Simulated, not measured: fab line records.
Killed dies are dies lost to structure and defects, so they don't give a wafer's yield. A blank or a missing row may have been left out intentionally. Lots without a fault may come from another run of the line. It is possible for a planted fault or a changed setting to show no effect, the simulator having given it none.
Which tool did it? :: flow gf180mcu :: 15 lots, 45 wafers sampled, at 3 steps of a route of 602

## WHAT EACH GAUGE READ, for each wafer
GF_MVPSD_TW_MEAS_11. Usual: MVPSD_TW typically reads 553, with standard deviation 4.
lot: L294
measured: day 5 01:07
on: film metro-04
MVPSD_TW: 550 550 552
flag: 

lot: L296
measured: day 5 13:02
on: film metro-02
MVPSD_TW: 550 553 558
flag: 

lot: L297
measured: day 5 19:32
on: film metro-04
MVPSD_TW: 551 551 555
flag: 

lot: L298
measured: day 6 01:31
on: film metro-02
MVPSD_TW: 551 553 553
flag: 

lot: L299
measured: day 6 05:00
on: film metro-04
MVPSD_TW: 545 545 545
flag: 

lot: L300
measured: day 6 14:13
on: film metro-04
MVPSD_TW: 549 548 546
flag: 

lot: L302
measured: day 7 02:01
on: film metro-02
MVPSD_TW: 554 557 553
flag: 

lot: L304
measured: day 7 17:10
on: film metro-02
MVPSD_TW: 557 559 559
flag: 

lot: L307
measured: day 8 07:11
on: film metro-04
MVPSD_TW: 552 549 551
flag: 

lot: L308
measured: day 8 14:42
on: film metro-02
MVPSD_TW: 556 557 554
flag: 

lot: L309
measured: day 8 21:05
on: film metro-02
MVPSD_TW: 556 553 554
flag: 

lot: L312
measured: day 9 13:50
on: film metro-04
MVPSD_TW: 550 549 549
flag: 

lot: L315
measured: day 10 06:15
on: film metro-02
MVPSD_TW: 559 557 558
flag: 

lot: L316
measured: day 10 13:53
on: film metro-04
MVPSD_TW: 545 544 548
flag: 

lot: L317
measured: day 10 21:22
on: film metro-02
MVPSD_TW: 560 557 557
flag: 

GF_DUAL_GATE_OVL_MEAS_11. Usual: DUAL_GATE_OVL typically reads 0.1 nm, with standard deviation 1.2.
lot: L294
measured: day 8 08:28
on: overlay-02
DUAL_GATE_OVL (nm): -1.3 -0.1 -0.1
flag: 

lot: L296
measured: day 8 22:07
on: overlay-02
DUAL_GATE_OVL (nm): -1.7 -0.4 -0.9
flag: 

lot: L297
measured: day 9 06:10
on: overlay-02
DUAL_GATE_OVL (nm): -0.3 -0.8 -0.6
flag: 

lot: L298
measured: day 9 13:19
on: overlay-01
DUAL_GATE_OVL (nm): 0.4 1.2 0.2
flag: 

lot: L299
measured: day 9 19:10
on: overlay-02
DUAL_GATE_OVL (nm): 0.1 2.8 0.0
flag: 

lot: L300
measured: day 10 08:06
on: overlay-02
DUAL_GATE_OVL (nm): 0.4 -0.1 -1.1
flag: 

lot: L302
measured: day 10 17:13
on: overlay-02
DUAL_GATE_OVL (nm): 1.6 1.9 0.5
flag: 

lot: L304
measured: day 11 10:19
on: overlay-02
DUAL_GATE_OVL (nm): -0.9 0.5 -0.5
flag: 

lot: L307
measured: day 12 03:00
on: overlay-02
DUAL_GATE_OVL (nm): 1.0 0.0 0.9
flag: 

lot: L308
measured: day 12 12:40
on: overlay-02
DUAL_GATE_OVL (nm): -0.5 1.4 0.1
flag: 

lot: L309
measured: day 12 22:25
on: overlay-01
DUAL_GATE_OVL (nm): 0.5 -0.1 0.9
flag: 

lot: L312
measured: day 13 13:04
on: overlay-01
DUAL_GATE_OVL (nm): 0.5 0.2 -1.4
flag: 

lot: L315
measured: day 14 08:19
on: overlay-02
DUAL_GATE_OVL (nm): 0.6 0.4 -0.7
flag: 

lot: L316
measured: day 14 17:37
on: overlay-02
DUAL_GATE_OVL (nm): 0.2 0.0 -0.4
flag: 

lot: L317
measured: day 15 03:49
on: overlay-01
DUAL_GATE_OVL (nm): 2.1 1.8 1.2
flag: 

## TOOL THAT RAN EACH LOT (tool first, then ch and the chambers of the sampled wafers, then the start)
lot: L294
GF_DNWELL_STRIP_08: plasma asher-04 ch 0,1, day 2 19:18

lot: L296
GF_DNWELL_STRIP_08: plasma asher-04 ch 0,1, day 3 05:03

lot: L297
GF_DNWELL_STRIP_08: plasma asher-03 ch 0,1, day 3 11:15

lot: L298
GF_DNWELL_STRIP_08: plasma asher-04 ch 0,1, day 3 16:03

lot: L299
GF_DNWELL_STRIP_08: plasma asher-03 ch 0,1, day 3 20:16

lot: L300
GF_DNWELL_STRIP_08: plasma asher-02 ch 0,1, day 4 03:54

lot: L302
GF_DNWELL_STRIP_08: plasma asher-02 ch 0,1, day 4 13:28

lot: L304
GF_DNWELL_STRIP_08: plasma asher-04 ch 0,1, day 5 02:10

lot: L307
GF_DNWELL_STRIP_08: plasma asher-02 ch 1, day 5 15:47

lot: L308
GF_DNWELL_STRIP_08: plasma asher-04 ch 0,1, day 5 22:20

lot: L309
GF_DNWELL_STRIP_08: plasma asher-04 ch 0,1, day 6 03:45

lot: L312
GF_DNWELL_STRIP_08: plasma asher-02 ch 1, day 6 19:22

lot: L315
GF_DNWELL_STRIP_08: plasma asher-03 ch 0,1, day 7 10:21

lot: L316
GF_DNWELL_STRIP_08: plasma asher-02 ch 0,1, day 7 15:51

lot: L317
GF_DNWELL_STRIP_08: plasma asher-04 ch 0,1, day 7 22:56
- GF_DNWELL_STRIP_08: strips in O2/N2.

## AS READ BY THE TOOLS THEMSELVES (means over the sampled wafers that have a number; for cases with no such wafer, the mark the record gives instead)
GF_DNWELL_STRIP_08. Usual: drypump motor current A 5.60 A, standard deviation 0.13; heater power w 332 W, standard deviation 33; oes product au 0.722 a.u., standard deviation 0.0048; platen temp c 249.98 C, standard deviation 0.21; strip time to endpoint s 37.36 s, standard deviation 0.086.
lot: L294
tool: plasma asher-04
drypump motor current A (A): 5.66
heater power w (W): 332
oes product au (a.u.): 0.723
platen temp c (C): 249.88
strip time to endpoint s (s): 37.38
flag: 

lot: L296
tool: plasma asher-04
drypump motor current A (A): 5.58
heater power w (W): 321
oes product au (a.u.): 0.722
platen temp c (C): 249.87
strip time to endpoint s (s): 37.44
flag: 

lot: L297
tool: plasma asher-03
drypump motor current A (A): 5.57
heater power w (W): 379
oes product au (a.u.): 0.719
platen temp c (C): 249.81
strip time to endpoint s (s): 37.25
flag: 

lot: L298
tool: plasma asher-04
drypump motor current A (A): 5.69
heater power w (W): 333
oes product au (a.u.): 0.718
platen temp c (C): 250.14
strip time to endpoint s (s): 37.34
flag: 

lot: L299
tool: plasma asher-03
drypump motor current A (A): 5.71
heater power w (W): 368
oes product au (a.u.): 0.721
platen temp c (C): 250.01
strip time to endpoint s (s): 37.46
flag: 

lot: L300
tool: plasma asher-02
drypump motor current A (A): 5.59
heater power w (W): 302
oes product au (a.u.): 0.721
platen temp c (C): 249.86
strip time to endpoint s (s): 37.26
flag: 

lot: L302
tool: plasma asher-02
drypump motor current A (A): 5.56
heater power w (W): 305
oes product au (a.u.): 0.724
platen temp c (C): 249.98
strip time to endpoint s (s): 37.47
flag: 

lot: L304
tool: plasma asher-04
drypump motor current A (A): 5.67
heater power w (W): 339
oes product au (a.u.): 0.728
platen temp c (C): 249.83
strip time to endpoint s (s): 37.39
flag: 

lot: L307
tool: plasma asher-02
drypump motor current A (A): 5.58
heater power w (W): 294
oes product au (a.u.): 0.723
platen temp c (C): 249.58
strip time to endpoint s (s): 37.31
flag: 

lot: L308
tool: plasma asher-04
drypump motor current A (A): 5.57
heater power w (W): 320
oes product au (a.u.): 0.719
platen temp c (C): 250.16
strip time to endpoint s (s): 37.44
flag: 

lot: L309
tool: plasma asher-04
drypump motor current A (A): 5.62
heater power w (W): 317
oes product au (a.u.): 0.720
platen temp c (C): 249.92
strip time to endpoint s (s): 37.34
flag: 

lot: L312
tool: plasma asher-02
drypump motor current A (A): 5.60
heater power w (W): 292
oes product au (a.u.): 0.724
platen temp c (C): 250.31
strip time to endpoint s (s): 37.46
flag: 

lot: L315
tool: plasma asher-03
drypump motor current A (A): 5.71
heater power w (W): 374
oes product au (a.u.): 0.721
platen temp c (C): 250.06
strip time to endpoint s (s): 37.38
flag: 

lot: L316
tool: plasma asher-02
drypump motor current A (A): 5.56
heater power w (W): 302
oes product au (a.u.): 0.725
platen temp c (C): 250.17
strip time to endpoint s (s): 37.38
flag: 

lot: L317
tool: plasma asher-04
drypump motor current A (A): 5.68
heater power w (W): 339
oes product au (a.u.): 0.717
platen temp c (C): 250.07
strip time to endpoint s (s): 37.36
flag: 

## THE ANSWER, worked out from the rows above alone
Rule: a lot is off if the mean of its wafers that have a number lies more than 3 standard deviations from the usual mean. Also off: a lot with no number at a reading for which 4 or more lots have one. Any other lot the step has rows for is counted as sound. The gauges are gone through in route order, then the tools' own readings, and for those a lot's mean is taken as printed above. The first step at which some lot is off is used, and at that step the reading that is off furthest; a lot without a number counts as furthest.
No lot is off on any of the readings shown, so nothing can be concluded from this.

## WHAT WAS PUT IN BY THE SIMULATOR
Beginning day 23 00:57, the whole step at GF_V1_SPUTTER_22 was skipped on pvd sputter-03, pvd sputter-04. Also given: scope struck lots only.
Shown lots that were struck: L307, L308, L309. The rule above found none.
